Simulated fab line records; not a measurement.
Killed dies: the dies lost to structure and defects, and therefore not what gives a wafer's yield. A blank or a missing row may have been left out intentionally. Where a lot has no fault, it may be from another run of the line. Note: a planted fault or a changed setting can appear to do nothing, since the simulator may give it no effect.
fab line records	flow sky130
record: lots: 24	wafers: 72	last_day: 50
route steps=708 shown METAL1@436 VIA1@478 CAPM@537 VIA3@596
lots untouched by any fault: they come from a run of this same line in which no faults occurred
start_h: hours from the record's opening day to when the first of the lot's shown wafers began	wait_h: hours from the lot's prior step to this one	" repeats the value in the row above	L1.1+2: a row that stands for several wafers	- no value, or no start was given	* or withheld: withheld	< > ~ a bound
route shown NAME@n: a module of which the file shows steps, and the number in the route of the first	usual: the fault-free wafers' mean and standard deviation	same: alike in all rows	chamber/n: place in a boat	sites: per-site readings	_std_site: standard deviation of those values	_edge_site: outer sites' mean less inner sites'	radius_mm: how far each site lies from the wafer's centre	mask NAME#n: copy n	behind: the last tool/chamber to shape the wafer	hold: reason for holding the lot/hours on hold/outcome of the hold	device: transistor that didn't switch, given as n, p or np	end of line: tests run on the same wafers once the route is complete	a step without rows: its recipe alone	killed: at the first sort, the dies lost to defects and structure; wafer yield is something else	map: dies across one wafer; x = killed, . = not, _ = none there
set.NAME: the setting the step ran with; set.NAME@STEP: the setting that earlier step ran with	model.NAME: the simulator's own value behind a step, which no gauge read
route steps across a sampled set of lots; one table per step, one row per wafer
services: a tool's chamber out of use, with start hour (start_h, from the record's first day; less than 0 if before it), hours out, and reason
== steps ==
step: SKY_METAL1_SPUTTER_02
recipe: material: AlCu	target_thk_nm: 250	power_w: 10600	time_s: 13.3	chamber_pressure_pa: 0.4
usual: throttle_valve_pct: 29.5/0.88
lot.wafer	tool	chamber	start_h	wait_h	throttle_valve_pct
L074.1	pvd_sputter-03	-	726.54	0.0	29.4
L074.4	"	-	"	"	28.9
L074.6	"	-	"	"	31.6
L075.2	pvd_sputter-04	-	744.08	0.0	30.0
L075.3	"	-	"	"	29.1
L075.6	"	-	"	"	29.2
L076.1	pvd_sputter-02	-	754.47	0.0	27.8
L076.3	"	-	"	"	29.5
L076.6	"	-	"	"	29.7
L077.1	pvd_sputter-03	-	762.05	0.0	31.2
L077.3	"	-	"	"	28.8
L077.6	"	-	"	"	29.1
L078.3	pvd_sputter-04	-	769.51	0.0	30.0
L078.4	"	-	"	"	29.3
L078.6	"	-	"	"	29.9
L079.1	pvd_sputter-02	-	779.77	0.0	29.6
L079.3	"	-	"	"	27.5
L079.4	"	-	"	"	29.9
L080.2	pvd_sputter-04	-	787.11	0.0	29.8
L080.3	"	-	"	"	29.1
L080.4	"	-	"	"	28.9
L082.1	pvd_sputter-03	-	802.27	0.0	29.4
L082.2	"	-	"	"	31.4
L082.4	"	-	"	"	28.8
L081.4	pvd_sputter-02	-	802.90	0.0	29.2
L081.5	"	-	"	"	27.5
L081.6	"	-	"	"	28.7
L083.2	pvd_sputter-03	-	807.33	0.0	31.3
L083.5	"	-	"	"	31.2
L083.6	"	-	"	"	29.5
L084.3	pvd_sputter-02	-	825.33	0.0	29.6
L084.4	"	-	"	"	28.9
L084.5	"	-	"	"	29.7
L085.1	pvd_sputter-02	-	827.57	0.0	29.9
L085.3	"	-	"	"	27.8
L085.4	"	-	"	"	29.2
L086.4	pvd_sputter-02	-	835.45	0.0	29.4
L086.5	"	-	"	"	29.8
L086.6	"	-	"	"	29.8
L087.1	pvd_sputter-03	-	844.62	0.0	30.5
L087.2	"	-	"	"	29.6
L087.5	"	-	"	"	31.3
L088.1	pvd_sputter-04	-	849.90	0.0	29.9
L088.2	"	-	"	"	29.8
L088.3	"	-	"	"	29.0
L089.2	pvd_sputter-04	-	860.92	0.0	29.1
L089.4	"	-	"	"	29.6
L089.5	"	-	"	"	30.0
L090.1	pvd_sputter-02	-	868.66	0.0	29.4
L090.3	"	-	"	"	29.5
L090.5	"	-	"	"	29.7
L091.2	pvd_sputter-04	-	870.07	0.0	29.4
L091.3	"	-	"	"	30.0
L091.4	"	-	"	"	29.3
L092.3	pvd_sputter-02	-	878.72	0.0	29.6
L092.4	"	-	"	"	29.6
L092.6	"	-	"	"	28.9
L093.1	pvd_sputter-04	-	882.96	0.0	29.5
L093.2	"	-	"	"	30.0
L093.4	"	-	"	"	29.0
L094.1	pvd_sputter-03	-	887.50	0.0	29.6
L094.2	"	-	"	"	28.8
L094.4	"	-	"	"	30.3
L095.3	pvd_sputter-02	-	892.31	0.0	29.6
L095.5	"	-	"	"	29.5
L095.6	"	-	"	"	29.6
L096.2	pvd_sputter-02	-	901.60	0.0	27.7
L096.4	"	-	"	"	29.9
L096.6	"	-	"	"	29.7
L097.1	pvd_sputter-03	-	908.52	0.0	31.3
L097.3	"	-	"	"	29.7
L097.6	"	-	"	"	31.6
step: SKY_VIA1_SPUTTER_20
recipe: material: TiN	target_thk_nm: 20	chamber_pressure_pa: 5	power_w: 4000	time_s: 80
usual: throttle_valve_pct: 30.1/0.86
lot.wafer	tool	chamber	start_h	wait_h	throttle_valve_pct
L074.1	pvd_sputter-04	-	783.01	0.0	28.7
L074.4	"	-	"	"	29.1
L074.6	"	-	"	"	29.0
L075.2	pvd_sputter-03	-	800.06	0.0	31.4
L075.3	"	-	"	"	30.4
L075.6	"	-	"	"	29.2
L076.1	pvd_sputter-04	-	810.66	0.0	29.0
L076.3	"	-	"	"	29.7
L076.6	"	-	"	"	28.5
L077.1	pvd_sputter-04	-	818.56	0.0	28.9
L077.3	"	-	"	"	30.2
L077.6	"	-	"	"	29.9
L078.3	pvd_sputter-01	-	825.03	0.0	31.6
L078.4	"	-	"	"	30.2
L078.6	"	-	"	"	30.5
L079.1	pvd_sputter-01	-	835.49	0.0	30.3
L079.3	"	-	"	"	31.3
L079.4	"	-	"	"	30.2
L080.2	pvd_sputter-01	-	843.04	0.0	30.6
L080.3	"	-	"	"	30.3
L080.4	"	-	"	"	30.4
L082.1	pvd_sputter-03	-	857.15	0.0	29.7
L082.2	"	-	"	"	28.9
L082.4	"	-	"	"	31.5
L081.4	pvd_sputter-01	-	857.53	0.0	31.5
L081.5	"	-	"	"	30.3
L081.6	"	-	"	"	30.7
L083.2	pvd_sputter-03	-	861.93	0.0	31.0
L083.5	"	-	"	"	28.5
L083.6	"	-	"	"	30.4
L084.3	pvd_sputter-03	-	879.56	0.0	31.6
L084.4	"	-	"	"	30.6
L084.5	"	-	"	"	29.6
L085.1	pvd_sputter-04	-	882.26	0.0	28.8
L085.3	"	-	"	"	29.9
L085.4	"	-	"	"	29.6
L086.4	pvd_sputter-04	-	890.46	0.0	29.5
L086.5	"	-	"	"	28.7
L086.6	"	-	"	"	29.8
L087.1	pvd_sputter-01	-	898.51	0.0	30.8
L087.2	"	-	"	"	31.7
L087.5	"	-	"	"	30.6
L088.1	pvd_sputter-01	-	903.28	0.0	30.6
L088.2	"	-	"	"	31.6
L088.3	"	-	"	"	30.9
L089.2	pvd_sputter-04	-	914.81	0.0	29.8
L089.4	"	-	"	"	29.0
L089.5	"	-	"	"	28.8
L090.1	pvd_sputter-03	-	921.36	0.0	30.7
L090.3	"	-	"	"	31.5
L090.5	"	-	"	"	29.7
L091.2	pvd_sputter-01	-	923.41	0.0	31.5
L091.3	"	-	"	"	30.4
L091.4	"	-	"	"	30.8
L092.3	pvd_sputter-01	-	931.31	0.0	30.3
L092.4	"	-	"	"	31.7
L092.6	"	-	"	"	30.6
L093.1	pvd_sputter-03	-	935.41	0.0	30.3
L093.2	"	-	"	"	31.4
L093.4	"	-	"	"	28.8
L094.1	pvd_sputter-04	-	939.89	0.0	29.0
L094.2	"	-	"	"	28.8
L094.4	"	-	"	"	30.2
L095.3	pvd_sputter-01	-	945.47	0.0	30.6
L095.5	"	-	"	"	30.7
L095.6	"	-	"	"	30.2
L096.2	pvd_sputter-01	-	953.81	0.0	30.7
L096.4	"	-	"	"	30.2
L096.6	"	-	"	"	30.4
L097.1	pvd_sputter-03	-	959.39	0.0	31.1
L097.3	"	-	"	"	29.6
L097.6	"	-	"	"	28.8
step: SKY_CAPM_CVD_00
recipe: material: SiO2	target_thk_nm: 15.5	temp_c: 400	time_s: withheld	rf_w: 450
usual: heater_power_w: 751/100
lot.wafer	tool	chamber	start_h	wait_h	heater_power_w
L074.1	pecvd-01	0	840.41	0.0	948
L074.4	"	1	"	"	717
L074.6	"	0	"	"	936
L075.2	pecvd-01	1	856.81	0.0	700
L075.3	"	0	"	"	832
L075.6	"	1	"	"	695
L076.1	pecvd-03	0	867.04	0.0	594
L076.3	"	2	"	"	784
L076.6	"	2	"	"	768
L077.1	pecvd-03	0	874.91	0.0	610
L077.3	"	1	"	"	869
L077.6	"	0	"	"	619
L078.3	pecvd-01	2	881.86	0.0	829
L078.4	"	2	"	"	838
L078.6	"	0	"	"	795
L079.1	pecvd-03	0	891.44	0.0	620
L079.3	"	2	"	"	850
L079.4	"	0	"	"	626
L080.2	pecvd-04	1	898.91	0.0	691
L080.3	"	1	"	"	688
L080.4	"	2	"	"	566
L082.1	pecvd-01	0	911.95	0.0	849
L082.2	"	1	"	"	744
L082.4	"	2	"	"	868
L081.4	pecvd-04	2	912.44	0.0	542
L081.5	"	2	"	"	541
L081.6	"	1	"	"	772
L083.2	pecvd-04	1	917.32	0.0	690
L083.5	"	2	"	"	626
L083.6	"	1	"	"	708
L084.3	pecvd-04	2	934.20	0.0	604
L084.4	"	0	"	"	737
L084.5	"	1	"	"	720
L085.1	pecvd-03	2	935.67	0.0	746
L085.3	"	0	"	"	574
L085.4	"	2	"	"	775
L086.4	pecvd-01	2	944.32	0.0	833
L086.5	"	0	"	"	796
L086.6	"	1	"	"	751
L087.1	pecvd-03	1	952.26	0.0	957
L087.2	"	0	"	"	644
L087.5	"	1	"	"	940
L088.1	pecvd-03	0	955.81	0.0	634
L088.2	"	1	"	"	908
L088.3	"	2	"	"	875
L089.2	pecvd-04	0	967.84	0.0	761
L089.4	"	0	"	"	750
L089.5	"	2	"	"	654
L090.1	pecvd-01	1	973.68	0.0	756
L090.3	"	0	"	"	897
L090.5	"	2	"	"	802
L091.2	pecvd-04	0	974.76	0.0	793
L091.3	"	0	"	"	775
L091.4	"	1	"	"	776
L092.3	pecvd-04	0	982.83	0.0	805
L092.4	"	1	"	"	800
L092.6	"	1	"	"	817
L093.1	pecvd-03	1	987.69	0.0	833
L093.2	"	2	"	"	860
L093.4	"	2	"	"	827
L094.1	pecvd-01	1	992.33	0.0	740
L094.2	"	2	"	"	899
L094.4	"	1	"	"	740
L095.3	pecvd-04	0	997.18	0.0	773
L095.5	"	2	"	"	604
L095.6	"	0	"	"	782
L096.2	pecvd-03	2	1004.34	0.0	803
L096.4	"	0	"	"	605
L096.6	"	2	"	"	788
L097.1	pecvd-04	2	1010.90	0.0	622
L097.3	"	1	"	"	735
L097.6	"	1	"	"	736
step: SKY_CAPM_RS_MEAS_03
recipe: thk_meas_gauge: four-point-probe	reads: TiN_of_CAPM_SPUTTER_02
usual: CAPM_TIN_RS: 6.90/0.065
lot.wafer	tool	chamber	start_h	wait_h	CAPM_TIN_RS[ohm/sq]
L074.1	film_metro-03	-	840.60	0.1	6.86
L074.4	"	-	"	"	6.84
L074.6	"	-	"	"	6.90
L075.2	film_metro-02	-	857.03	0.1	6.82
L075.3	"	-	"	"	6.82
L075.6	"	-	"	"	6.84
L076.1	film_metro-03	-	867.23	0.1	6.87
L076.3	"	-	"	"	6.96
L076.6	"	-	"	"	6.87
L077.1	film_metro-01	-	875.10	0.1	6.84
L077.3	"	-	"	"	6.91
L077.6	"	-	"	"	6.86
L078.3	film_metro-03	-	882.09	0.1	6.91
L078.4	"	-	"	"	6.86
L078.6	"	-	"	"	6.83
L079.1	film_metro-03	-	891.64	0.1	6.99
L079.3	"	-	"	"	6.93
L079.4	"	-	"	"	7.02
L080.2	film_metro-03	-	899.13	0.1	6.93
L080.3	"	-	"	"	6.84
L080.4	"	-	"	"	6.85
L082.1	film_metro-01	-	912.14	0.1	6.89
L082.2	"	-	"	"	6.86
L082.4	"	-	"	"	6.84
L081.4	film_metro-01	-	912.69	0.1	6.87
L081.5	"	-	"	"	6.93
L081.6	"	-	"	"	6.85
L083.2	film_metro-02	-	917.54	0.1	6.87
L083.5	"	-	"	"	6.93
L083.6	"	-	"	"	7.04
L084.3	film_metro-01	-	934.43	0.1	6.91
L084.4	"	-	"	"	6.89
L084.5	"	-	"	"	6.93
L085.1	film_metro-01	-	935.87	0.1	6.94
L085.3	"	-	"	"	6.99
L085.4	"	-	"	"	7.03
L086.4	film_metro-01	-	944.56	0.1	7.01
L086.5	"	-	"	"	6.95
L086.6	"	-	"	"	7.03
L087.1	film_metro-03	-	952.45	0.1	6.88
L087.2	"	-	"	"	6.91
L087.5	"	-	"	"	6.95
L088.1	film_metro-03	-	956.00	0.1	6.92
L088.2	"	-	"	"	6.82
L088.3	"	-	"	"	6.85
L089.2	film_metro-03	-	968.05	0.1	6.85
L089.4	"	-	"	"	6.88
L089.5	"	-	"	"	6.82
L090.1	film_metro-03	-	973.88	0.1	6.88
L090.3	"	-	"	"	6.93
L090.5	"	-	"	"	6.92
L091.2	film_metro-01	-	974.98	0.1	6.86
L091.3	"	-	"	"	6.91
L091.4	"	-	"	"	6.90
L092.3	film_metro-03	-	983.06	0.1	6.74
L092.4	"	-	"	"	6.82
L092.6	"	-	"	"	6.85
L093.1	film_metro-01	-	987.88	0.1	6.93
L093.2	"	-	"	"	6.91
L093.4	"	-	"	"	6.79
L094.1	film_metro-02	-	992.52	0.1	6.87
L094.2	"	-	"	"	6.82
L094.4	"	-	"	"	6.97
L095.3	film_metro-01	-	997.41	0.1	6.85
L095.5	"	-	"	"	6.85
L095.6	"	-	"	"	6.93
L096.2	film_metro-03	-	1004.55	0.1	6.87
L096.4	"	-	"	"	6.88
L096.6	"	-	"	"	6.85
L097.1	film_metro-02	-	1011.09	0.1	6.95
L097.3	"	-	"	"	6.94
L097.6	"	-	"	"	6.85
step: SKY_CAPM_STRIP_14
recipe: chemistry: O2/N2	power_w: 1400	pressure_mtorr: 1500	platen_temp_c: withheld	o2_flow_sccm: 3000	n2_flow_sccm: 300	overash_fraction: 0.5
usual: drypump_motor_current_A: 5.5/0.31	n2_flow_sccm: 299.9/0.89	oes_product_au: 0.710/0.0047	strip_time_to_endpoint_s: 12.63/0.065
lot.wafer	tool	chamber	start_h	wait_h	drypump_motor_current_A	n2_flow_sccm	oes_product_au	rf_hours_counter_h	strip_time_to_endpoint_s
L074.1	plasma_asher-02	0	866.47	0.1	5.6	299.7	0.709	75	12.62
L074.4	"	0	"	"	5.6	300.8	0.708	-	12.67
L074.6	"	1	"	"	5.2	302.0	0.713	-	12.69
L075.2	plasma_asher-02	1	883.03	0.1	5.2	301.0	0.710	76	12.61
L075.3	"	1	"	"	5.3	301.0	0.716	-	12.64
L075.6	"	1	"	"	5.2	299.5	0.709	-	12.67
L076.1	plasma_asher-03	0	893.25	0.1	5.1	298.8	0.713	112	12.63
L076.3	"	1	"	"	5.9	300.2	0.708	-	12.72
L076.6	"	1	"	"	5.9	299.8	0.715	-	12.60
L077.1	plasma_asher-03	1	900.55	0.1	5.9	299.0	0.713	112	12.62
L077.3	"	1	"	"	5.9	297.1	0.706	-	12.59
L077.6	"	1	"	"	5.9	299.3	0.717	-	12.66
L078.3	plasma_asher-03	1	907.35	0.1	5.9	299.6	0.712	-	12.67
L078.4	"	0	"	"	5.1	299.8	0.713	-	12.67
L078.6	"	0	"	"	5.1	300.1	0.709	-	12.68
L079.1	plasma_asher-01	1	917.02	0.1	5.6	300.2	0.709	49	12.67
L079.3	"	0	"	"	5.7	300.2	0.714	-	12.65
L079.4	"	1	"	"	5.6	299.9	0.710	-	12.61
L080.2	plasma_asher-03	0	924.27	0.1	5.1	298.6	0.710	115	12.53
L080.3	"	1	"	"	5.9	298.9	0.713	-	12.55
L080.4	"	0	"	"	5.1	298.9	0.710	-	12.56
L082.1	plasma_asher-02	0	936.83	0.1	5.7	299.3	0.713	82	12.56
L082.2	"	1	"	"	5.3	299.4	0.715	82	12.60
L082.4	"	0	"	"	5.7	300.3	0.715	-	12.57
L081.4	plasma_asher-03	1	936.98	0.1	5.9	301.0	0.714	-	12.67
L081.5	"	0	"	"	5.0	300.4	0.706	-	12.75
L081.6	"	1	"	"	5.9	301.6	0.707	-	12.73
L083.2	plasma_asher-03	1	942.05	0.1	5.9	300.4	0.709	116	12.50
L083.5	"	1	"	"	5.9	300.8	0.703	-	12.53
L083.6	"	0	"	"	5.1	300.3	0.711	-	12.48
L084.3	plasma_asher-01	1	958.35	0.1	5.7	299.7	0.711	-	12.70
L084.4	"	0	"	"	5.7	300.4	0.706	-	12.74
L084.5	"	1	"	"	5.7	298.6	0.703	-	12.75
L085.1	plasma_asher-01	0	959.73	0.1	5.7	299.4	0.714	53	12.69
L085.3	"	1	"	"	5.6	299.6	0.709	-	12.68
L085.4	"	0	"	"	5.7	298.7	0.719	-	12.53
L086.4	plasma_asher-03	1	968.67	0.1	5.9	300.9	0.709	-	12.65
L086.5	"	0	"	"	5.0	299.2	0.716	-	12.66
L086.6	"	1	"	"	5.9	300.3	0.710	-	12.65
L087.1	plasma_asher-02	1	976.27	0.1	5.2	300.2	0.719	86	12.60
L087.2	"	0	"	"	5.7	301.2	0.704	86	12.60
L087.5	"	0	"	"	5.7	299.7	0.705	-	12.59
L088.1	plasma_asher-01	0	979.10	0.1	5.7	299.4	0.708	55	12.70
L088.2	"	1	"	"	5.6	298.5	0.713	55	12.69
L088.3	"	1	"	"	5.6	300.0	0.716	-	12.66
L089.2	plasma_asher-02	0	991.80	0.1	5.6	299.6	0.714	87	12.53
L089.4	"	1	"	"	5.2	299.6	0.705	-	12.53
L089.5	"	0	"	"	5.7	300.4	0.703	-	12.57
L090.1	plasma_asher-03	0	996.93	0.1	5.0	298.6	0.709	122	12.68
L090.3	"	0	"	"	5.1	299.5	0.716	-	12.65
L090.5	"	1	"	"	5.9	299.1	0.708	-	12.63
L091.2	plasma_asher-01	1	998.35	0.1	5.6	300.5	0.713	57	12.57
L091.3	"	1	"	"	5.6	300.1	0.722	-	12.58
L091.4	"	0	"	"	5.7	300.8	0.700	-	12.60
L092.3	plasma_asher-02	1	1006.10	0.1	5.2	298.7	0.707	-	12.72
L092.4	"	0	"	"	5.6	300.2	0.714	-	12.67
L092.6	"	0	"	"	5.6	300.3	0.698	-	12.74
L093.1	plasma_asher-03	1	1011.83	0.1	5.9	299.7	0.713	124	12.73
L093.2	"	0	"	"	5.0	300.1	0.719	124	12.62
L093.4	"	1	"	"	5.9	299.7	0.706	-	12.76
L094.1	plasma_asher-01	1	1014.85	0.1	5.6	300.7	0.708	58	12.55
L094.2	"	0	"	"	5.7	299.4	0.712	58	12.51
L094.4	"	1	"	"	5.7	298.4	0.710	-	12.57
L095.3	plasma_asher-03	1	1020.03	0.1	5.9	300.5	0.711	-	12.73
L095.5	"	1	"	"	5.9	300.5	0.704	-	12.71
L095.6	"	0	"	"	5.0	301.4	0.712	-	12.58
L096.2	plasma_asher-01	0	1026.95	0.1	5.7	299.2	0.702	60	12.67
L096.4	"	0	"	"	5.7	299.4	0.711	-	12.74
L096.6	"	1	"	"	5.7	300.8	0.712	-	12.68
L097.1	plasma_asher-02	1	1033.38	0.1	5.2	299.8	0.711	91	12.57
L097.3	"	0	"	"	5.7	300.3	0.721	-	12.65
L097.6	"	0	"	"	5.6	299.9	0.708	-	12.66
step: SKY_VIA3_THK_MEAS_23
recipe: thk_meas_gauge: xrf	reads: W_of_VIA3_CVD_21
usual: VIA3_W_THK: 397/9
lot.wafer	tool	chamber	start_h	wait_h	VIA3_W_THK[nm]
L074.1	film_metro-02	-	920.20	0.1	397
L074.4	"	-	"	"	386
L074.6	"	-	"	"	393
L075.2	film_metro-01	-	936.60	0.1	398
L075.3	"	-	"	"	391
L075.6	"	-	"	"	391
L076.1	film_metro-01	-	946.15	0.1	391
L076.3	"	-	"	"	391
L076.6	"	-	"	"	388
L077.1	film_metro-04	-	953.03	0.1	416
L077.3	"	-	"	"	388
L077.6	"	-	"	"	410
L078.3	film_metro-02	-	959.90	0.1	402
L078.4	"	-	"	"	396
L078.6	"	-	"	"	395
L079.1	film_metro-01	-	968.17	0.1	395
L079.3	"	-	"	"	398
L079.4	"	-	"	"	392
L080.2	film_metro-04	-	974.89	0.1	412
L080.3	"	-	"	"	389
L080.4	"	-	"	"	412
L082.1	film_metro-02	-	987.81	0.1	398
L082.2	"	-	"	"	378
L082.4	"	-	"	"	396
L081.4	film_metro-01	-	988.73	0.1	394
L081.5	"	-	"	"	397
L081.6	"	-	"	"	385
L083.2	film_metro-02	-	993.53	0.1	385
L083.5	"	-	"	"	398
L083.6	"	-	"	"	386
L084.3	film_metro-04	-	1008.06	0.1	402
L084.4	"	-	"	"	414
L084.5	"	-	"	"	395
L085.1	film_metro-02	-	1010.03	0.1	400
L085.3	"	-	"	"	385
L085.4	"	-	"	"	404
L086.4	film_metro-01	-	1019.15	0.1	404
L086.5	"	-	"	"	407
L086.6	"	-	"	"	398
L087.1	film_metro-02	-	1026.54	0.1	399
L087.2	"	-	"	"	387
L087.5	"	-	"	"	391
L088.1	film_metro-04	-	1028.02	0.1	411
L088.2	"	-	"	"	390
L088.3	"	-	"	"	390
L089.2	film_metro-02	-	1040.24	0.1	402
L089.4	"	-	"	"	403
L089.5	"	-	"	"	399
L090.1	film_metro-02	-	1045.73	0.1	397
L090.3	"	-	"	"	400
L090.5	"	-	"	"	402
L091.2	film_metro-02	-	1047.72	0.1	401
L091.3	"	-	"	"	394
L091.4	"	-	"	"	400
L092.3	film_metro-01	-	1053.61	0.1	384
L092.4	"	-	"	"	404
L092.6	"	-	"	"	396
L093.1	film_metro-02	-	1059.42	0.1	391
L093.2	"	-	"	"	402
L093.4	"	-	"	"	399
L094.1	film_metro-02	-	1062.58	0.1	410
L094.2	"	-	"	"	391
L094.4	"	-	"	"	387
L095.3	film_metro-04	-	1067.12	0.1	413
L095.5	"	-	"	"	412
L095.6	"	-	"	"	394
L096.2	film_metro-01	-	1073.68	0.1	410
L096.4	"	-	"	"	387
L096.6	"	-	"	"	394
L097.1	film_metro-01	-	1080.13	0.1	406
L097.3	"	-	"	"	404
L097.6	"	-	"	"	387
== services ==
tool	chamber	start_h	hours	kind
pvd_sputter-02	-	721.29	0.9	repair
pvd_sputter-02	-	739.33	5.9	repair
plasma_asher-03	-	752.68	1.3	repair
pvd_sputter-04	-	756.06	1.0	repair
pecvd-04	0	764.94	3.8	repair
pvd_sputter-04	-	769.78	1.7	repair
pvd_sputter-02	-	770.39	3.0	repair
pvd_sputter-04	-	798.26	5.9	repair
pecvd-04	2	800.82	11.7	repair
pvd_sputter-04	-	811.54	4.9	repair
pvd_sputter-04	-	816.81	1.2	repair
pvd_sputter-02	-	849.06	1.5	repair
pvd_sputter-04	-	851.12	7.5	repair
pecvd-04	0	887.11	32.1	repair
pvd_sputter-03	-	891.68	1.9	repair
pecvd-04	-	901.43	3.0	repair
plasma_asher-03	-	910.96	3.8	repair
pvd_sputter-02	-	930.75	5.9	repair
pvd_sputter-04	-	943.24	5.2	repair
pvd_sputter-04	-	945.85	2.0	repair
pvd_sputter-02	-	970.92	0.8	repair
pecvd-04	2	973.78	17.2	repair
pvd_sputter-01	-	1007.24	0.7	repair
pvd_sputter-02	-	1012.24	4.2	repair
== key ==
fault none
